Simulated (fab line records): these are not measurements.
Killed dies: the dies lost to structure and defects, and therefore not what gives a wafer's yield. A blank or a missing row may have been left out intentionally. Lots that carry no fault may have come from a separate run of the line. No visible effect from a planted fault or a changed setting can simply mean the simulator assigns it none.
Which tool is to blame?    flow sky130    Sampling: 12 lots, 36 wafers, 2 of 708 route steps

== WHAT THE GAUGES READ, wafer by wafer ==
SKY_LDD_N_TW_MEAS_17.
lot   measured      on             LDD_N_TW
L075  day 17 21:28  film metro-02  2527 2542 2544
L077  day 20 10:09  film metro-03  2592 2596 2587
L079  day 20 06:32  film metro-03  2596 2604 2595
L081  day 20 14:34  film metro-03  2595 2597 2594
L083  day 22 11:23  film metro-04  2561 2576 2567
L085  day 22 14:38  film metro-03  2593 2587 2597
L087  day 22 16:29  film metro-03  2590 2611 2594
L089  day 22 22:30  film metro-04  2562 2564 2570
L091  day 23 16:54  film metro-02  2535 2546 2538
L093  day 24 19:36  film metro-02  2545 2563 2540
L095  day 24 21:08  film metro-03  2575 2585 2594
L097  day 25 15:47  film metro-04  2577 2558 2571

== EACH LOT AND THE TOOL THAT RAN IT (in order: tool; ch and the chambers of the sampled wafers; start) ==
lot   SKY_NWELL_STRIP_25
L075  plasma asher-03 ch 0,1, day 5 13:17
L077  plasma asher-03 ch 0,1, day 6 04:24
L079  plasma asher-03 ch 0,1, day 6 17:45
L081  plasma asher-04 ch 0,1, day 7 04:36
L083  plasma asher-01 ch 0,1, day 7 15:44
L085  plasma asher-04 ch 0,1, day 8 02:57
L087  plasma asher-01 ch 0,1, day 8 16:36
L089  plasma asher-04 ch 0,1, day 9 02:15
L091  plasma asher-01 ch 0,1, day 9 17:43
L093  plasma asher-01 ch 0, day 10 07:05
L095  plasma asher-04 ch 0,1, day 10 15:09
L097  plasma asher-03 ch 0,1, day 11 06:13
- SKY_NWELL_STRIP_25: strips in O2/N2.

== THE ANSWER, worked out from the rows above alone ==
Rule: the usual values come from the lots themselves. Put in order of their means at a reading, lots are off if they are a third of the lots or fewer, leave a main group of 4 or more, and stand apart from it by a gap of 3 or more times the standard deviation of the main group's means; of several such gaps the widest counts. The tables above print the reading to a certain number of digits; a main group whose means all agree to those digits is not used. Also off: a lot with no number at a reading for which 4 or more lots have one. Where the step has rows for the other lots, those lots are counted as sound.
No lot is off on any of the readings shown, so nothing can be concluded from this.

== WHAT WAS PUT IN BY THE SIMULATOR ==
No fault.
